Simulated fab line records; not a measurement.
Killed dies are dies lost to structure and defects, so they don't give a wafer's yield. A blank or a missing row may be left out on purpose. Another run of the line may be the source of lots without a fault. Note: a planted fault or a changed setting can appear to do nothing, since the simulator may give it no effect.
The tool behind it: which one? ; flow gf180mcu ; Sampling: 14 lots, 42 wafers, 4 of 602 route steps

WHAT THE GAUGES SHOWED, per wafer
GF_MVPSD_OVL_MEAS_07.
lot;measured;on;MVPSD_OVL (nm)
L421;day 5 01:20;overlay-02;-2.8 -1.6 -2.0
L422;day 5 07:29;overlay-02;0.6 -0.2 0.0
L423;day 5 14:05;overlay-01;-0.1 0.1 0.0
L424;day 5 18:37;overlay-02;-1.8 -2.1 -1.7
L426;day 6 05:41;overlay-02;1.3 -0.1 0.1
L429;day 7 02:53;overlay-02;-0.5 -1.5 -0.1
L430;day 7 06:26;overlay-01;-0.3 -0.4 1.3
L433;day 8 00:28;overlay-02;-1.0 -0.8 0.1
L434;day 8 05:19;overlay-02;0.0 0.8 -0.5
L441;day 9 22:56;overlay-01;-3.0 -3.5 -2.9
L443;day 10 10:53;overlay-02;0.5 1.7 0.9
L444;day 10 17:28;overlay-01;1.1 -0.2 -1.3

GF_VT_IMPLANT_OVL_MEAS_29.
lot;measured;on;VT_IMPLANT_02_OVL (nm)
L421;day 6 21:38;overlay-01;-1.2 -0.8 -0.1
L422;day 7 05:08;overlay-02;0.5 1.6 1.5
L423;day 7 12:10;overlay-01;0.1 -1.0 -1.1
L424;day 7 15:28;overlay-02;2.1 1.3 2.0
L426;day 8 05:01;overlay-01;1.5 -0.7 0.0
L429;day 9 03:32;overlay-02;0.1 1.3 -0.4
L430;day 9 06:04;overlay-02;0.1 0.0 1.1
L433;day 10 02:08;overlay-01;0.8 0.5 1.4
L434;day 10 08:44;overlay-02;-0.6 -0.1 1.2
L441;day 12 06:50;overlay-01;0.9 1.4 1.5
L443;day 12 20:28;overlay-02;2.8 1.8 2.0
L444;day 13 03:07;overlay-01;0.4 -1.7 -2.0

EACH LOT AND THE TOOL THAT RAN IT (in order: tool; ch and the chambers of the sampled wafers; start)
lot;GF_STI_ETCH_13;GF_STI_OXIDATION_29
L421;rie-diel-02 ch 0,1,2, day 2 01:50;furnace-01 ch 0, day 2 04:49
L422;rie-diel-01 ch 1,2,3, day 2 07:21;furnace-01 ch 0, day 2 10:50
L423;rie-diel-03 ch 0,2,3, day 2 11:27;furnace-02 ch 0, day 2 14:26
L424;rie-diel-01 ch 0,2,3, day 2 16:53;furnace-02 ch 0, day 2 19:47
L426;rie-diel-03 ch 1,2,3, day 3 03:11;furnace-01 ch 0, day 3 06:02
L429;rie-diel-03 ch 1,2, day 3 18:42;furnace-01 ch 0, day 4 00:32
L430;rie-diel-01 ch 0,1,2, day 3 23:35;furnace-02 ch 0, day 4 02:49
L431;rie-diel-02 ch 0,1, day 4 04:32;furnace-01, day 4 07:22
L432;rie-diel-03 ch 0,1,2, day 4 10:44;furnace-01, day 4 14:21
L433;rie-diel-02 ch 1,2, day 4 16:39;furnace-01 ch 0, day 4 19:39
L434;rie-diel-02 ch 0,1,2, day 4 19:59;furnace-02 ch 0, day 4 22:49
L441;rie-diel-02 ch 1,2,3, day 6 08:07;furnace-01 ch 0, day 6 11:23
L443;rie-diel-01 ch 0,2,3, day 6 18:50;furnace-02 ch 0, day 6 21:40
L444;rie-diel-02 ch 1,2,3, day 6 23:26;furnace-01 ch 0, day 7 03:01
- GF_STI_ETCH_13: etches the open film in CHF3/O2, stops on Si, target depth 282.31 nm, time 112.9 s.
- GF_STI_OXIDATION_29: stabilise 600 s, purge 300 s, target thk 10 nm.

AS READ BY THE TOOLS THEMSELVES (means over the sampled wafers that have a number; for cases with no such wafer, the mark the record gives instead)
GF_STI_ETCH_13.
lot;tool;bias-w (W);chamber-pressure-mTorr (mTorr);drypump-motor-current-A (A);oes-product-au (a.u.);throttle-valve-pct (%)
L421;rie-diel-02;199.6;39.97;6.0;0.834;8.816
L422;rie-diel-01;200.9;40.01;5.4;0.836;8.810
L423;rie-diel-03;200.5;40.00;5.7;0.827;8.806
L424;rie-diel-01;199.5;40.00;5.3;0.834;8.802
L426;rie-diel-03;199.4;39.97;5.7;0.833;8.805
L429;rie-diel-03;199.7;40.00;5.9;0.832;8.810
L430;rie-diel-01;200.4;39.99;5.6;0.828;8.803
L431;rie-diel-02;200.6;40.02;5.7;0.831;8.798
L432;rie-diel-03;200.1;39.98;5.9;0.833;8.807
L433;rie-diel-02;200.0;39.98;5.9;0.837;8.813
L434;rie-diel-02;199.9;39.98;6.0;0.829;8.811
L441;rie-diel-02;199.7;40.00;5.8;0.831;8.808
L443;rie-diel-01;200.1;39.97;5.3;0.833;8.820
L444;rie-diel-02;200.0;39.97;5.9;0.833;8.808

GF_STI_OXIDATION_29.
lot;tool;ox-temp-c (C);ox-temp-c-max
L421;furnace-01;900.1;906.4
L422;furnace-01;900.5;907.0
L423;furnace-02;900.0;902.8
L424;furnace-02;900.0;902.8
L426;furnace-01;900.2;906.1
L429;furnace-01;900.2;907.2
L430;furnace-02;899.7;902.6
L431;furnace-01;-;-
L432;furnace-01;-;-
L433;furnace-01;900.0;906.2
L434;furnace-02;899.9;902.8
L441;furnace-01;899.4;905.7
L443;furnace-02;900.1;902.4
L444;furnace-01;899.5;907.3

THE ANSWER, worked out from the rows above alone
Rule: the usual values come from the lots themselves. Put in order of their means at a reading, lots are off if they are a third of the lots or fewer, leave a main group of 4 or more, and stand apart from it by a gap of 3 or more times the standard deviation of the main group's means; of several such gaps the widest counts. If all means in a main group match to the digits the tables above print for the reading, that group is not used. A lot without any number at a reading at which 4 lots or more have one is off too. Any other lot the step has rows for is counted as sound. The gauges are gone through in route order, then the tools' own readings, and for those a lot's mean is taken as printed above. The first step at which some lot is off is used, and at that step the reading that is off furthest; a lot without a number counts as furthest.
Off: L431, L432 (GF_STI_OXIDATION_29, ox-temp-c). Without a number there: L431, L432. The main group: mean 900.0 C, standard deviation 0.3.
A tool fits if, at that step or a process step before it, it ran every lot that is off, and no sound lot after the first of them. None of those tried fits.

WHAT THE SIMULATOR HAD PUT IN
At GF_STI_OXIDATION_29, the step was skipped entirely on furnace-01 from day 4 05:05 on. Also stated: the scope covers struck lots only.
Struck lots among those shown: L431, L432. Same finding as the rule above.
